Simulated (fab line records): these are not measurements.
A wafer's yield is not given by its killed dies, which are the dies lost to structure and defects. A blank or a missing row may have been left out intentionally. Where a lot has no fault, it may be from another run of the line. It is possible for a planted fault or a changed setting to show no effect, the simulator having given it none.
fab line records + flow sky130
record:
- lots: 12
- wafers: 36
- lastDay: 50
route steps=708 shown VT_ADJUST_NCORE@128 SONOS_ONO@171 GATE_OXIDE@189
lots that met no fault: taken from a fault-free run of the same line
startH: the number of hours between the record's first day and the start of the first shown wafer of the lot + waitH: time in hours since the lot's previous step + " as in the row above + L1.1+2: a single row standing in for several wafers + - no value, or no start was given + * or withheld: withheld + < > ~ a bound
route shown NAME@n: a module of which the file shows steps, and the number in the route of the first + usual: mean/standard deviation of fault-free wafers + same: alike in all rows + chamber/n: place in a boat + sites: each site's reading + _std_site: how widely they spread, as a standard deviation + _edge_site: inner sites' mean taken away from outer sites' mean + radiusMm: for every site, how far away it sits from the centre of the wafer + mask NAME#n: copy n + behind: tool/chamber where the wafer was last shaped + hold: what put the lot on hold/how long, in hours/how the hold closed + device: names the non-switching transistor (n, p or np) + end of line: tests of these same wafers at the route's end + where a step has no rows: the recipe by itself + killed: the dies lost at the first sort to structure and to defects; this is not the yield of the wafer + map: per-die view of a wafer (x killed, . not killed, _ where there is no die)
set.NAME: the setting the step ran with; set.NAME@STEP: the setting that earlier step ran with + model.NAME: the simulator's own value behind a step, which no gauge read
a sample of lots followed through the steps of the route, with each step as a table and each wafer as a row
services: when a tool's chamber went out of use (startH, in hours from the record's first day, below 0 if earlier), for how many hours, and the reason
== steps ==
step: SKY_VT_ADJUST_NCORE_IMPLANT_09
recipe:
- species: B
- energyKev: 10
- doseCm2: 2.4e+12
- tiltDeg: withheld
usual:
- doseIonsCm2: 2.4007e+12/2.7e+09
- endStationPressureTorr: 4.99e-06/2.7e-07
- faradayCurrentUA: 13.5/0.31
same:
- implantIonAmu: 11
| lot.wafer | tool         | chamber | startH | waitH | doseIonsCm2 | endStationPressureTorr | faradayCurrentUA |
|-----------|--------------|---------|--------|-------|-------------|------------------------|------------------|
| L402.1    | implanter-01 | 0       | 182.11 | 0.0   | 2.4059e+12  | 4.54e-06               | 13.5             |
| L402.4    | "            | 0       | "      | "     | 2.4031e+12  | 4.68e-06               | 13.2             |
| L402.6    | "            | 0       | "      | "     | 2.407e+12   | 4.83e-06               | 13.8             |
| L403.1    | implanter-01 | 0       | 190.26 | 0.0   | 2.3958e+12  | 5.22e-06               | 13.5             |
| L403.2    | "            | 0       | "      | "     | 2.4046e+12  | 5.12e-06               | 13.6             |
| L403.6    | "            | 0       | "      | "     | 2.3971e+12  | 5.59e-06               | 13.4             |
| L404.3    | implanter-01 | 0       | 199.59 | 0.1   | 2.3976e+12  | 5.08e-06               | 13.6             |
| L404.5    | "            | 0       | "      | "     | 2.3968e+12  | 5.05e-06               | 12.5             |
| L404.6    | "            | 0       | "      | "     | 2.3976e+12  | 5.01e-06               | 13.6             |
| L407.1    | implanter-01 | 0       | 226.67 | 0.0   | 2.4032e+12  | 4.73e-06               | 13.7             |
| L407.2    | "            | 0       | "      | "     | 2.4028e+12  | 4.98e-06               | 13.2             |
| L407.3    | "            | 0       | "      | "     | 2.4002e+12  | 4.85e-06               | 14.4             |
| L408.3    | implanter-01 | 0       | 227.71 | 0.1   | 2.4022e+12  | 4.83e-06               | 13.4             |
| L408.5    | "            | 0       | "      | "     | 2.403e+12   | 5e-06                  | 13.1             |
| L408.6    | "            | 0       | "      | "     | 2.4021e+12  | 5.01e-06               | 13.3             |
| L413.1    | implanter-03 | 0       | 264.92 | 0.0   | 2.4042e+12  | 5.36e-06               | 13.5             |
| L413.4    | "            | 0       | "      | "     | 2.4035e+12  | 4.79e-06               | 13.5             |
| L413.6    | "            | 0       | "      | "     | 2.3995e+12  | 4.71e-06               | 13.5             |
| L414.1    | implanter-01 | 0       | 270.16 | 0.0   | 2.399e+11   | 4.87e-06               | 1.3              |
| L414.4    | "            | 0       | "      | "     | 2.387e+11   | 5.32e-06               | 1.3              |
| L414.5    | "            | 0       | "      | "     | 2.448e+11   | 5.02e-06               | 1.4              |
| L415.2    | implanter-01 | 0       | 277.44 | 0.0   | 2.453e+11   | 5.66e-06               | 1.4              |
| L415.5    | "            | 0       | "      | "     | 2.404e+11   | 5.37e-06               | 1.3              |
| L415.6    | "            | 0       | "      | "     | 2.415e+11   | 4.81e-06               | 1.3              |
| L419.2    | implanter-03 | 0       | 302.04 | 0.0   | 2.4008e+12  | 4.6e-06                | 13.4             |
| L419.3    | "            | 0       | "      | "     | 2.397e+12   | 4.92e-06               | 13.3             |
| L419.5    | "            | 0       | "      | "     | 2.3983e+12  | 5.45e-06               | 13.2             |
| L421.2    | implanter-02 | 0       | 321.84 | 0.0   | 2.4033e+12  | 5.02e-06               | 14.0             |
| L421.5    | "            | 0       | "      | "     | 2.3988e+12  | 4.43e-06               | 13.6             |
| L421.6    | "            | 0       | "      | "     | 2.4013e+12  | 4.95e-06               | 13.9             |
| L423.4    | implanter-03 | 0       | 332.64 | 0.1   | 2.3944e+12  | 5.13e-06               | 13.9             |
| L423.5    | "            | 0       | "      | "     | 2.3982e+12  | 4.74e-06               | 13.1             |
| L423.6    | "            | 0       | "      | "     | 2.4011e+12  | 4.65e-06               | 13.6             |
| L424.1    | implanter-03 | 0       | 337.29 | 0.0   | 2.4044e+12  | 4.89e-06               | 13.6             |
| L424.3    | "            | 0       | "      | "     | 2.4008e+12  | 5.04e-06               | 13.6             |
| L424.5    | "            | 0       | "      | "     | 2.4039e+12  | 4.33e-06               | 14.0             |
step: SKY_VT_ADJUST_NCORE_TW_MEAS_11
usual:
- VT_ADJUST_NCORE_TW: 219.8/1.8
| lot.wafer | tool         | chamber | startH | waitH | VT_ADJUST_NCORE_TW |
|-----------|--------------|---------|--------|-------|--------------------|
| L402.1    | filmMetro-03 | -       | 182.36 | 0.1   | 221.3              |
| L402.4    | "            | -       | "      | "     | 221.6              |
| L402.6    | "            | -       | "      | "     | 222.3              |
| L403.1    | filmMetro-03 | -       | 190.51 | 0.1   | 222.8              |
| L403.2    | "            | -       | "      | "     | 222.1              |
| L403.6    | "            | -       | "      | "     | 222.3              |
| L404.3    | filmMetro-02 | -       | 199.81 | 0.1   | 217.4              |
| L404.5    | "            | -       | "      | "     | 218.1              |
| L404.6    | "            | -       | "      | "     | 217.7              |
| L407.1    | filmMetro-02 | -       | 226.92 | 0.1   | 217.5              |
| L407.2    | "            | -       | "      | "     | 217.2              |
| L407.3    | "            | -       | "      | "     | 218.6              |
| L408.3    | filmMetro-01 | -       | 227.93 | 0.1   | 220.5              |
| L408.5    | "            | -       | "      | "     | 220.7              |
| L408.6    | "            | -       | "      | "     | 221.2              |
| L413.1    | filmMetro-03 | -       | 265.17 | 0.1   | 220.7              |
| L413.4    | "            | -       | "      | "     | 220.4              |
| L413.6    | "            | -       | "      | "     | 220.1              |
| L414.1    | filmMetro-02 | -       | 270.41 | 0.1   | 118.7              |
| L414.4    | "            | -       | "      | "     | 118.4              |
| L414.5    | "            | -       | "      | "     | 117.4              |
| L415.2    | filmMetro-01 | -       | 277.68 | 0.1   | 121.3              |
| L415.5    | "            | -       | "      | "     | 120.7              |
| L415.6    | "            | -       | "      | "     | 121.7              |
| L419.2    | filmMetro-01 | -       | 302.28 | 0.1   | 222.3              |
| L419.3    | "            | -       | "      | "     | 222.0              |
| L419.5    | "            | -       | "      | "     | 223.7              |
| L421.2    | filmMetro-03 | -       | 322.08 | 0.1   | 221.1              |
| L421.5    | "            | -       | "      | "     | 220.7              |
| L421.6    | "            | -       | "      | "     | 221.9              |
| L423.4    | filmMetro-02 | -       | 332.85 | 0.1   | 219.4              |
| L423.5    | "            | -       | "      | "     | 218.1              |
| L423.6    | "            | -       | "      | "     | 217.7              |
| L424.1    | filmMetro-02 | -       | 337.54 | 0.1   | 216.8              |
| L424.3    | "            | -       | "      | "     | 217.4              |
| L424.5    | "            | -       | "      | "     | 217.2              |
step: SKY_SONOS_ONO_THK_MEAS_03
recipe:
- reads: Si3N4_of_SONOS_ONO_CVD_02
usual:
- SONOS_ONO_CVD_02_THK: 10.57/0.17
| lot.wafer | tool         | chamber | startH | waitH | SONOS_ONO_CVD_02_THK[nm] |
|-----------|--------------|---------|--------|-------|--------------------------|
| L402.1    | filmMetro-02 | -       | 252.65 | 0.0   | 10.72                    |
| L402.4    | "            | -       | "      | "     | 10.62                    |
| L402.6    | "            | -       | "      | "     | 10.72                    |
| L403.1    | filmMetro-02 | -       | 261.91 | 0.0   | 10.93                    |
| L403.2    | "            | -       | "      | "     | 10.97                    |
| L403.6    | "            | -       | "      | "     | 10.91                    |
| L404.3    | filmMetro-02 | -       | 273.10 | 0.0   | 10.59                    |
| L404.5    | "            | -       | "      | "     | 10.63                    |
| L404.6    | "            | -       | "      | "     | 10.65                    |
| L407.1    | filmMetro-02 | -       | 301.97 | 0.0   | 10.60                    |
| L407.2    | "            | -       | "      | "     | 10.74                    |
| L407.3    | "            | -       | "      | "     | 10.50                    |
| L408.3    | filmMetro-02 | -       | 303.56 | 0.0   | 10.55                    |
| L408.5    | "            | -       | "      | "     | 10.36                    |
| L408.6    | "            | -       | "      | "     | 10.39                    |
| L413.1    | filmMetro-03 | -       | 347.72 | 0.0   | 10.54                    |
| L413.4    | "            | -       | "      | "     | 10.61                    |
| L413.6    | "            | -       | "      | "     | 10.57                    |
| L414.1    | filmMetro-01 | -       | 351.97 | 0.0   | 10.55                    |
| L414.4    | "            | -       | "      | "     | 10.50                    |
| L414.5    | "            | -       | "      | "     | 10.53                    |
| L415.2    | filmMetro-01 | -       | 363.28 | 0.0   | 10.25                    |
| L415.5    | "            | -       | "      | "     | 10.29                    |
| L415.6    | "            | -       | "      | "     | 10.47                    |
| L419.2    | filmMetro-03 | -       | 387.27 | 0.0   | 10.42                    |
| L419.3    | "            | -       | "      | "     | 10.48                    |
| L419.5    | "            | -       | "      | "     | 10.68                    |
| L421.2    | filmMetro-02 | -       | 411.33 | 0.0   | 10.49                    |
| L421.5    | "            | -       | "      | "     | 10.46                    |
| L421.6    | "            | -       | "      | "     | 10.59                    |
| L423.4    | filmMetro-02 | -       | 422.04 | 0.0   | 10.70                    |
| L423.5    | "            | -       | "      | "     | 10.76                    |
| L423.6    | "            | -       | "      | "     | 10.80                    |
| L424.1    | filmMetro-02 | -       | 426.84 | 0.0   | 10.62                    |
| L424.3    | "            | -       | "      | "     | 10.66                    |
| L424.5    | "            | -       | "      | "     | 10.56                    |
step: SKY_SONOS_ONO_ETCH_15
recipe:
- targetDepthNm: 19.52
- chemistry: CHF3/O2
- sourceW: 600
- biasW: 200
- pressureMtorr: 40
- chf3FlowSccm: 50
- O2_flow_sccm: 5
- timeS: 7.8
usual:
- drypumpMotorCurrentA: 5.6/0.5
- oesProductAu: 1.007/0.0095
- throttleValvePct: 8.827/0.0088
| lot.wafer | tool       | chamber | startH | waitH | drypumpMotorCurrentA | oesProductAu | rfHoursCounterH | throttleValvePct |
|-----------|------------|---------|--------|-------|----------------------|--------------|-----------------|------------------|
| L402.1    | rieDiel-03 | 1       | 278.41 | 0.0   | 5.9                  | 1.008        | 10              | 8.837            |
| L402.4    | "          | 0       | "      | "     | 5.8                  | 1.005        | 65              | 8.822            |
| L402.6    | "          | 3       | "      | "     | 6.0                  | 0.999        | -               | 8.831            |
| L403.1    | rieDiel-04 | 1       | 287.19 | 0.0   | 5.6                  | 1.008        | 0               | 8.818            |
| L403.2    | "          | 2       | "      | "     | 6.6                  | 1.008        | 103             | 8.833            |
| L403.6    | "          | 3       | "      | "     | 5.8                  | 1.015        | -               | 8.834            |
| L404.3    | rieDiel-03 | 1       | 299.46 | 0.0   | 5.9                  | 1.004        | 11              | 8.815            |
| L404.5    | "          | 2       | "      | "     | 4.9                  | 1.007        | -               | 8.810            |
| L404.6    | "          | 3       | "      | "     | 5.9                  | 1.015        | -               | 8.835            |
| L407.1    | rieDiel-03 | 1       | 328.99 | 0.0   | 5.9                  | 1.003        | 11              | 8.831            |
| L407.2    | "          | 3       | "      | "     | 6.0                  | 1.024        | 83              | 8.830            |
| L407.3    | "          | 2       | "      | "     | 4.9                  | 1.006        | 54              | 8.832            |
| L408.3    | rieDiel-04 | 3       | 330.19 | 0.0   | 5.9                  | 1.012        | 98              | 8.837            |
| L408.5    | "          | 0       | "      | "     | 4.8                  | 0.994        | -               | 8.826            |
| L408.6    | "          | 1       | "      | "     | 5.6                  | 1.022        | -               | 8.817            |
| L413.1    | rieDiel-04 | 2       | 376.12 | 0.0   | 6.6                  | 1.022        | 105             | 8.836            |
| L413.4    | "          | 0       | "      | "     | 4.8                  | 1.006        | 7               | 8.821            |
| L413.6    | "          | 0       | "      | "     | 4.8                  | 0.996        | -               | 8.809            |
| L414.1    | rieDiel-03 | 0       | 381.08 | 0.0   | 5.8                  | 1.014        | 67              | 8.827            |
| L414.4    | "          | 2       | "      | "     | 4.8                  | 1.003        | 55              | 8.827            |
| L414.5    | "          | 1       | "      | "     | 5.9                  | 1.005        | -               | 8.812            |
| L415.2    | rieDiel-02 | 0       | 392.92 | 0.0   | 5.8                  | 0.995        | 0               | 8.820            |
| L415.5    | "          | 1       | "      | "     | 5.4                  | 1.019        | -               | 8.829            |
| L415.6    | "          | 0       | "      | "     | 5.8                  | 0.998        | -               | 8.820            |
| L419.2    | rieDiel-04 | 0       | 417.91 | 0.0   | 4.8                  | 0.988        | 8               | 8.832            |
| L419.3    | "          | 3       | "      | "     | 5.9                  | 1.008        | 99              | 8.833            |
| L419.5    | "          | 3       | "      | "     | 5.9                  | 1.007        | -               | 8.826            |
| L421.2    | rieDiel-02 | 1       | 442.93 | 0.0   | 5.4                  | 1.012        | 61              | 8.837            |
| L421.5    | "          | 2       | "      | "     | 5.7                  | 0.991        | -               | 8.822            |
| L421.6    | "          | 1       | "      | "     | 5.4                  | 1.011        | -               | 8.831            |
| L423.4    | rieDiel-03 | 0       | 453.13 | 0.0   | 5.8                  | 1.015        | 69              | 8.842            |
| L423.5    | "          | 3       | "      | "     | 6.0                  | 1.003        | -               | 8.832            |
| L423.6    | "          | 0       | "      | "     | 5.8                  | 1.003        | -               | 8.820            |
| L424.1    | rieDiel-02 | 2       | 458.37 | 0.0   | 5.7                  | 0.985        | 6               | 8.824            |
| L424.3    | "          | 3       | "      | "     | 5.1                  | 1.005        | 9               | 8.823            |
| L424.5    | "          | 0       | "      | "     | 5.8                  | 1.021        | -               | 8.829            |
step: SKY_GATE_OXIDE_THK_MEAS_02
recipe:
- reads: SiO2_of_GATE_OXIDE_OXIDATION_01
usual:
- GATE_OXIDE_OXIDATION_00_THK: 10.36/0.18
| lot.wafer | tool         | chamber | startH | waitH | GATE_OXIDE_OXIDATION_00_THK[nm] |
|-----------|--------------|---------|--------|-------|---------------------------------|
| L402.1    | filmMetro-03 | -       | 280.36 | 0.0   | 10.41                           |
| L402.4    | "            | -       | "      | "     | 10.47                           |
| L402.6    | "            | -       | "      | "     | 10.42                           |
| L403.1    | filmMetro-04 | -       | 290.16 | 0.0   | 10.21                           |
| L403.2    | "            | -       | "      | "     | 10.33                           |
| L403.6    | "            | -       | "      | "     | 10.52                           |
| L404.3    | filmMetro-04 | -       | 301.20 | 0.0   | 9.99                            |
| L404.5    | "            | -       | "      | "     | 10.32                           |
| L404.6    | "            | -       | "      | "     | 10.15                           |
| L407.1    | filmMetro-01 | -       | 330.73 | 0.0   | 10.51                           |
| L407.2    | "            | -       | "      | "     | 10.65                           |
| L407.3    | "            | -       | "      | "     | 10.53                           |
| L408.3    | filmMetro-04 | -       | 332.91 | 0.0   | 10.55                           |
| L408.5    | "            | -       | "      | "     | 10.54                           |
| L408.6    | "            | -       | "      | "     | 10.51                           |
| L413.1    | filmMetro-04 | -       | 378.57 | 0.0   | 10.11                           |
| L413.4    | "            | -       | "      | "     | 10.20                           |
| L413.6    | "            | -       | "      | "     | 10.14                           |
| L414.1    | filmMetro-04 | -       | 382.81 | 0.0   | 10.27                           |
| L414.4    | "            | -       | "      | "     | 10.11                           |
| L414.5    | "            | -       | "      | "     | 10.25                           |
| L415.2    | filmMetro-04 | -       | 396.32 | 0.0   | 10.52                           |
| L415.5    | "            | -       | "      | "     | 10.30                           |
| L415.6    | "            | -       | "      | "     | 10.44                           |
| L419.2    | filmMetro-03 | -       | 419.83 | 0.0   | 10.44                           |
| L419.3    | "            | -       | "      | "     | 10.37                           |
| L419.5    | "            | -       | "      | "     | 10.29                           |
| L421.2    | filmMetro-01 | -       | 445.59 | 0.0   | 10.58                           |
| L421.5    | "            | -       | "      | "     | 10.67                           |
| L421.6    | "            | -       | "      | "     | 10.59                           |
| L423.4    | filmMetro-03 | -       | 455.30 | 0.0   | 10.28                           |
| L423.5    | "            | -       | "      | "     | 10.15                           |
| L423.6    | "            | -       | "      | "     | 10.32                           |
| L424.1    | filmMetro-01 | -       | 460.95 | 0.0   | 10.32                           |
| L424.3    | "            | -       | "      | "     | 10.36                           |
| L424.5    | "            | -       | "      | "     | 10.48                           |
== services ==
| tool         | chamber | startH | hours | kind          |
|--------------|---------|--------|-------|---------------|
| rieDiel-02   | -       | 159.83 | 0.2   | repair        |
| implanter-02 | -       | 168.80 | 2.5   | pm            |
| rieDiel-03   | 0       | 179.36 | 17.6  | repair        |
| implanter-03 | -       | 202.55 | 3.5   | repair        |
| rieDiel-04   | 1       | 250.26 | -     | clean         |
| rieDiel-04   | 1       | 250.26 | 15.6  | scheduledDown |
| rieDiel-04   | 3       | 250.53 | 4.7   | repair        |
| rieDiel-02   | 1       | 262.82 | 2.6   | repair        |
| implanter-02 | -       | 267.09 | 1.9   | repair        |
| implanter-03 | -       | 280.04 | 8.7   | pm            |
| implanter-03 | -       | 292.56 | 2.3   | repair        |
| implanter-03 | -       | 293.73 | 2.6   | repair        |
| rieDiel-02   | 0       | 313.02 | 15.5  | repair        |
| rieDiel-03   | -       | 314.77 | 0.8   | repair        |
| implanter-02 | -       | 326.82 | 6.9   | repair        |
| rieDiel-04   | 2       | 328.59 | 4.2   | repair        |
| rieDiel-02   | 3       | 337.14 | 2.9   | repair        |
| implanter-02 | -       | 366.02 | 3.2   | repair        |
| implanter-03 | -       | 373.97 | 7.8   | repair        |
| implanter-03 | -       | 392.12 | 6.8   | repair        |
| implanter-03 | -       | 398.66 | 1.7   | repair        |
| rieDiel-02   | 1       | 418.86 | 8.9   | repair        |
| implanter-03 | -       | 422.39 | 18.8  | pm            |
| rieDiel-04   | 3       | 437.73 | 10.7  | repair        |
== key ==
firstSign:
- step: SKY_VT_ADJUST_NCORE_IMPLANT_09
- reading: doseIonsCm2
- direction: down
- sigmas: 99+
- usual: *
- struck: *
effect:
- step: SKY_VT_ADJUST_NCORE_IMPLANT_09
- reading: faradayCurrentUA
- direction: down
- sigmas: 40
- usual: 13.5
- struck: 1.3
effect:
- step: SKY_VT_ADJUST_NCORE_TW_MEAS_11
- reading: VT_ADJUST_NCORE_TW
- direction: down
- sigmas: 56
- usual: 219.8
- struck: 119.7
metAt SKY_VT_ADJUST_NCORE_IMPLANT_09
struckLots L414,L415
testerLeftOut L414,L415
notActingAt SKY_SONOS_ONO_THK_MEAS_03,SKY_SONOS_ONO_ETCH_15,SKY_GATE_OXIDE_THK_MEAS_02
onsetBetween 227.71 270.16
fault:
- kind: processParameterDrift
- tool: implanter-01
- chamber: -
- onsetH: 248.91
- steps: SKY_VT_ADJUST_NCORE_IMPLANT_09
- channel: doseCm2
- offset: *
- shape: step
- endH: 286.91
- actsIn: *
- stated: *
testerLeftOut: of these lots the tester's yield and bins aren't shown, on N5 and GAA mostly nor the transistor test; their killed dies are dies lost to structure and defects alone, not to doping, threshold or leakage, so they don't give the yield
